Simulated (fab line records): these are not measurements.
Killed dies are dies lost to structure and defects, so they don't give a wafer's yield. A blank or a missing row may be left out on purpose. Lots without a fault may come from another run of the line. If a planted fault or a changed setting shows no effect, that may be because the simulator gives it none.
Which tool was responsible? -- flow sky130 -- 33 wafers sampled from 11 lots at 1 step of a route of 708

## WHAT THE GAUGES READ, wafer by wafer
SKY_CONTACT_CD_MEAS_14: the cd target is 170 nm.
lot,measured,on,cd_nm (nm)
L748,day 31 14:28,cd_sem-02,169.4 169.6 170.2
L749,day 32 07:53,cd_sem-02,171.7 172.0 172.5
L750,day 32 14:25,cd_sem-02,171.2 171.6 170.8
L751,day 32 17:47,cd_sem-01,169.5 169.2 170.5
L752,day 33 00:07,cd_sem-02,171.5 170.9 171.7
L753,day 33 10:55,cd_sem-02,169.0 170.5 169.7
L754,day 33 15:49,cd_sem-02,171.5 171.4 171.4
L755,day 33 19:14,cd_sem-01,168.5 169.6 168.7
L756,day 33 23:50,cd_sem-01,167.8 167.6 167.9
L757,day 34 07:49,cd_sem-01,166.5 166.9 168.3
L765,day 36 23:20,cd_sem-01,169.4 168.4 169.6

## EACH LOT AND THE TOOL THAT RAN IT (in order: tool; ch and the chambers of the sampled wafers; start)
There is no process step in the record ahead of these readings.

## THE ANSWER, worked out from the rows above alone
Rule: the lots themselves supply what counts as usual. Put in order of their means at a reading, lots are off if they are a third of the lots or fewer, leave a main group of 4 or more, and stand apart from it by a gap of 3 or more times the standard deviation of the main group's means; of several such gaps the widest counts. Not used: any main group whose means are identical at the precision the tables above print for the reading. A lot without any number at a reading at which 4 lots or more have one is off too. All remaining lots with rows at the step are treated as sound.
No lot is off at any reading shown: from this, nothing can be told.

## WHAT WAS PUT IN BY THE SIMULATOR
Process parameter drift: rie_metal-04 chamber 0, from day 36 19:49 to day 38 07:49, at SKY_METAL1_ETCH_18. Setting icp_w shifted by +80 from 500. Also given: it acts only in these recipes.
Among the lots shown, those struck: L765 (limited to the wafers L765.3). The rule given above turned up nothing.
